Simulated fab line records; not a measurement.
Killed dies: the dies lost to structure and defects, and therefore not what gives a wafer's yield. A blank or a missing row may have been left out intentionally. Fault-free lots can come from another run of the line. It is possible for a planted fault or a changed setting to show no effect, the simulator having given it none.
A struck lot beside a sound one / flow sky130 / 19 out of 708 route steps
Sound: the wafers L265.3, L265.5, L265.6. Struck: wafer L269.6 (L269.1, L269.2, from the same lot, were not struck and are left out); the cause is given at the end.
Each step with rows lists, per side, the tool, then ch with its chambers, then its first start. Under that, the readings that differ: sound wafers / struck wafers / difference of the means / sigmas: that difference in standard deviations of wafers without a fault.
alike: same words and numbers on both sides, and readings whose means sit less than 2 such deviations apart. not compared: any withheld reading, any reading some wafer has no value for, any bound like >300 that may hide the same value, and any number with overlapping values for which the record gives no deviation.
Wherever a step has rows on one side only, a row that says differs or no value, or a row with sigmas, the two part there. Numbers that have no deviation but don't overlap get no sigmas and don't part them. A reading missing from all wafers of one side parts the sides only when that side holds two or more wafers.

SKY_FIELD_ISO_BOW_MEAS_00:
  struck on film-metro-02, day 4 08:00; sound on film-metro-01, day 3 12:02
  alike: INCOMING_BOW
then, 1 step without rows for these wafers: SKY_FIELD_ISO_OXIDATION_01 (stabilise 600 s, purge 300 s, target thk 12 nm).
SKY_FIELD_ISO_THK_MEAS_02:
  struck on film-metro-03, day 4 09:38; sound on film-metro-01, day 3 13:39
  alike: FIELD_ISO_OXIDATION_00_THK
then, 1 step without rows for these wafers: SKY_FIELD_ISO_CVD_03 (deposits Si3N4 from DCS/NH3, target thk 165 nm, time 2830 s).
SKY_FIELD_ISO_THK_MEAS_04:
  struck on film-metro-01, day 4 11:33; sound on film-metro-03, day 3 15:30
  alike: FIELD_ISO_CVD_03_THK
then, 3 steps without rows for these wafers: SKY_FIELD_ISO_DEHYDRATE_05 (time 60 s); SKY_FIELD_ISO_HMDS_06 (prime time 60 s); SKY_FIELD_ISO_COAT_07 (resist thk 60 nm).
SKY_FIELD_ISO_COAT_08: resist thk 450 nm.
  sound on litho-track-03 ch 0, day 3 23:00; struck on litho-track-02 ch 0, day 4 19:00
reading=model.KrF-thick_of_FIELD_ISO_COAT_08.thk-nm (nm); sound=450.1 450.9 452; struck=401.1; difference=-49.9; sigmas=
then, 4 steps without rows for these wafers: SKY_FIELD_ISO_SOFTBAKE_09 (time 90 s); SKY_FIELD_ISO_EXPOSE_10 (exposes mask FOM, target cd 150 nm); SKY_FIELD_ISO_PEB_11; SKY_FIELD_ISO_DEVELOP_12 (develop time 60 s).
SKY_FIELD_ISO_CD_MEAS_13: the cd target is 150 nm.
  struck on cd-sem-01, day 5 04:56; sound on cd-sem-01, day 4 08:08
reading=cd-nm (nm); sound=149.4 149.4 149.2; struck=145.1; difference=-4.2; sigmas=-3
SKY_FIELD_ISO_ETCH_14: etches BARC in N2/H2, stops on SiO2, time 45.9 s, target depth 60 nm.
  sound on rie-diel-04 ch 0,2,3, day 4 08:13; struck on rie-diel-01 ch 1, day 5 05:04
  alike: drypump-motor-current-A, oes-product-au, throttle-valve-pct
  not compared: rf-hours-counter-h
SKY_FIELD_ISO_ETCH_15: etches the open film in CHF3/O2, stops on Si, target depth 180 nm, time 72 s.
  sound on rie-diel-04 ch 0,2,3, day 4 08:15; struck on rie-diel-01 ch 1, day 5 05:06
reading=throttle-valve-pct (%); sound=8.849 8.843 8.854; struck=8.830; difference=-0.019; sigmas=-2
reading=model.KrF-thick_of_FIELD_ISO_COAT_08.thk-nm (nm); sound=240.8 243.6 237.9; struck=183.2; difference=-57.6; sigmas=
  alike: chf3-flow-sccm, drypump-motor-current-A, oes-product-au
  not compared: rf-hours-counter-h
SKY_FIELD_ISO_STRIP_16: strips in O2/N2.
  sound on plasma-asher-03 ch 0,1, day 4 08:20; struck on plasma-asher-04 ch 0, day 5 05:10
reading=oes-product-au (a.u.); sound=0.381 0.378 0.379; struck=0.354; difference=-0.025; sigmas=-6
reading=strip-time-to-endpoint-s (s); sound=3.60 3.62 3.56; struck=2.98; difference=-0.61; sigmas=-16
  alike: drypump-motor-current-A
  not compared: rf-hours-counter-h
SKY_FIELD_ISO_ETCH_17: etches Si in HBr/Cl2/O2, target depth 342 nm, time 97.7 s.
  sound on rie-si-02 ch 1,2,3, day 4 08:25; struck on rie-si-01 ch 0, day 5 05:16
  alike: drypump-motor-current-A, oes-product-au, throttle-valve-pct
  not compared: rf-hours-counter-h
-- the record jumps here: 44 days lie between the struck wafers' starts before and after (it left off in module FIELD_ISO and takes up again in module PAD_OPEN, whose first step shown is number 708 of the route) --
SKY_PAD_OPEN_PROBE_99:
  struck on prober-01, day 49 02:19; sound on prober-01, day 48 06:32
  alike: killed_at_M0_to_M3, killed_at_M4_up, killed-at-contacts, killed-at-front-end, killed-at-other, killed-dies, killed-open, killed-short

== WHERE THEY PART ==
At SKY_FIELD_ISO_CD_MEAS_13 first; at SKY_FIELD_ISO_STRIP_16 last (within this record only). Later steps at which nothing parts them and some readings are alike: SKY_FIELD_ISO_ETCH_17, SKY_PAD_OPEN_PROBE_99.

WHY: what had been put in by the simulator
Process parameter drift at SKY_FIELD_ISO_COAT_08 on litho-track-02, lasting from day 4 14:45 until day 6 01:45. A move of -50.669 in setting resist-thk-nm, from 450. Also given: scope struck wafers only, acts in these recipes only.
